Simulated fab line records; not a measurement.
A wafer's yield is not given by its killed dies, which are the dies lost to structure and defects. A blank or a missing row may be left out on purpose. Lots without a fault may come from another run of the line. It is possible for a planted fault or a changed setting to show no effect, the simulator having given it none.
The tool behind it: which one? + flow gf180mcu + Sampling: 12 lots, 36 wafers, 4 of 602 route steps

== WHAT THE GAUGES SHOWED, per wafer ==
GF_V1_OVL_MEAS_15.
| lot  | measured     | on         | V1_OVL (nm) |
|------|--------------|------------|-------------|
| L504 | day 18 01:02 | overlay-01 | 6 14 13     |
| L507 | day 19 08:47 | overlay-01 | 1 6 12      |
| L510 | day 20 09:02 | overlay-02 | 10 10 16    |
| L511 | day 20 20:11 | overlay-01 | 9 5 2       |
| L513 | day 21 20:36 | overlay-01 | 18 11 15    |
| L516 | day 22 18:29 | overlay-01 | 5 10 11     |
| L517 | day 22 23:25 | overlay-01 | 40 32 43    |
| L518 | day 23 13:29 | overlay-01 | 41 40 40    |
| L519 | day 24 03:23 | overlay-02 | 9 4 11      |
| L520 | day 24 09:14 | overlay-02 | 3 6 11      |
| L523 | day 25 03:47 | overlay-01 | 10 5 2      |
| L527 | day 26 03:50 | overlay-02 | 14 10 2     |

GF_V1_RS_MEAS_24: uses a four-point probe to measure.
| lot  | measured     | on           | V1_W_RS (ohm/sq)  |
|------|--------------|--------------|-------------------|
| L504 | day 18 02:05 | filmMetro-02 | 0.322 0.321 0.322 |
| L507 | day 19 09:43 | filmMetro-02 | 0.330 0.326 0.331 |
| L510 | day 20 09:57 | filmMetro-01 | 0.321 0.329 0.326 |
| L511 | day 20 21:08 | filmMetro-01 | 0.330 0.325 0.331 |
| L513 | day 21 21:33 | filmMetro-04 | 0.324 0.330 0.320 |
| L516 | day 22 19:26 | filmMetro-02 | 0.323 0.326 0.333 |
| L517 | day 23 00:20 | filmMetro-04 | 0.327 0.319 0.327 |
| L518 | day 23 14:26 | filmMetro-04 | 0.330 0.326 0.329 |
| L519 | day 24 04:24 | filmMetro-01 | 0.325 0.329 0.330 |
| L520 | day 24 10:08 | filmMetro-04 | 0.326 0.325 0.324 |
| L523 | day 25 04:42 | filmMetro-01 | 0.318 0.323 0.318 |
| L527 | day 26 04:45 | filmMetro-01 | 0.324 0.327 0.327 |

== WHAT TOOL EACH LOT RAN ON (gives the tool, then ch and the chambers of the sampled wafers, and finally the start) ==
| lot  | GF_V1_EXPOSE_11                  | GF_V1_STRIP_18                      |
|------|----------------------------------|-------------------------------------|
| L504 | krfScanner-02 ch 0, day 17 13:34 | plasmaAsher-01 ch 0,1, day 18 01:12 |
| L507 | krfScanner-01 ch 0, day 18 21:02 | plasmaAsher-04 ch 0,1, day 19 08:58 |
| L510 | krfScanner-01 ch 0, day 19 21:43 | plasmaAsher-03 ch 1, day 20 09:11   |
| L511 | krfScanner-01 ch 0, day 20 07:46 | plasmaAsher-01 ch 0,1, day 20 20:23 |
| L513 | krfScanner-01 ch 0, day 21 08:56 | plasmaAsher-01 ch 0,1, day 21 20:47 |
| L516 | krfScanner-02 ch 0, day 22 06:44 | plasmaAsher-03 ch 0,1, day 22 18:38 |
| L517 | krfScanner-01 ch 0, day 22 12:08 | plasmaAsher-03 ch 0,1, day 22 23:35 |
| L518 | krfScanner-01 ch 0, day 23 02:16 | plasmaAsher-04 ch 0,1, day 23 13:39 |
| L519 | krfScanner-02 ch 0, day 23 15:52 | plasmaAsher-01 ch 0,1, day 24 03:33 |
| L520 | krfScanner-02 ch 0, day 23 21:40 | plasmaAsher-01 ch 0,1, day 24 09:24 |
| L523 | krfScanner-02 ch 0, day 24 16:23 | plasmaAsher-04 ch 0,1, day 25 03:57 |
| L527 | krfScanner-02 ch 0, day 25 16:53 | plasmaAsher-01 ch 1, day 26 04:00   |
- GF_V1_EXPOSE_11: exposes mask Via1, target cd 260 nm.
- GF_V1_STRIP_18: strips in O2/N2.

== WHAT THE TOOLS THEMSELVES READ (means of the sampled wafers that have a number; where no wafer has one, the mark that the record gives instead) ==
GF_V1_STRIP_18.
| lot  | tool           | drypumpMotorCurrentA (A) | heaterPowerW (W) | oesProductAu (a.u.) |
|------|----------------|--------------------------|------------------|---------------------|
| L504 | plasmaAsher-01 | 6.0                      | 322              | 0.595               |
| L507 | plasmaAsher-04 | 5.7                      | 312              | 0.592               |
| L510 | plasmaAsher-03 | 5.5                      | 275              | 0.590               |
| L511 | plasmaAsher-01 | 6.0                      | 324              | 0.591               |
| L513 | plasmaAsher-01 | 6.1                      | 323              | 0.594               |
| L516 | plasmaAsher-03 | 5.5                      | 339              | 0.596               |
| L517 | plasmaAsher-03 | 5.5                      | 342              | 0.593               |
| L518 | plasmaAsher-04 | 6.1                      | 317              | 0.594               |
| L519 | plasmaAsher-01 | 6.1                      | 321              | 0.597               |
| L520 | plasmaAsher-01 | 6.1                      | 326              | 0.597               |
| L523 | plasmaAsher-04 | 5.7                      | 320              | 0.596               |
| L527 | plasmaAsher-01 | 6.2                      | 328              | 0.589               |

== THE ANSWER, worked out from the rows above alone ==
Rule: the lots themselves supply what counts as usual. Put in order of their means at a reading, lots are off if they are a third of the lots or fewer, leave a main group of 4 or more, and stand apart from it by a gap of 3 or more times the standard deviation of the main group's means; of several such gaps the widest counts. If all means in a main group match to the digits the tables above print for the reading, that group is not used. Also off: a lot with no number at a reading for which 4 or more lots have one. The other lots that the step has rows for count as sound. Order of review: gauges by route order, followed by the tools' own readings, for which a lot's mean as printed above is used. At the first step where some lot is off, the reading lying furthest off is the one used; lots without a number count as furthest.
Off: L517, L518, at GF_V1_OVL_MEAS_15 (V1_OVL). The main group: mean 9 nm, standard deviation 2.9.
A tool fits if, at a process step before that reading, it ran every lot that is off, and no sound lot after the first of them. Those tools and the gauges at GF_V1_OVL_MEAS_15 are tried in the same way. One candidate fits, namely krfScanner-01 at GF_V1_EXPOSE_11. Its last sound lot is L513 (day 21 08:56), its first lot that is off L517 (day 22 12:08): a fault that began between those two fits.

== WHAT THE SIMULATOR HAD PUT IN ==
Scanner matching overlay: krfScanner-01, from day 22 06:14 on, at GF_V1_EXPOSE_11. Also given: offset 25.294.
Shown lots that were struck: L517, L518. The rule above reached the same finding.
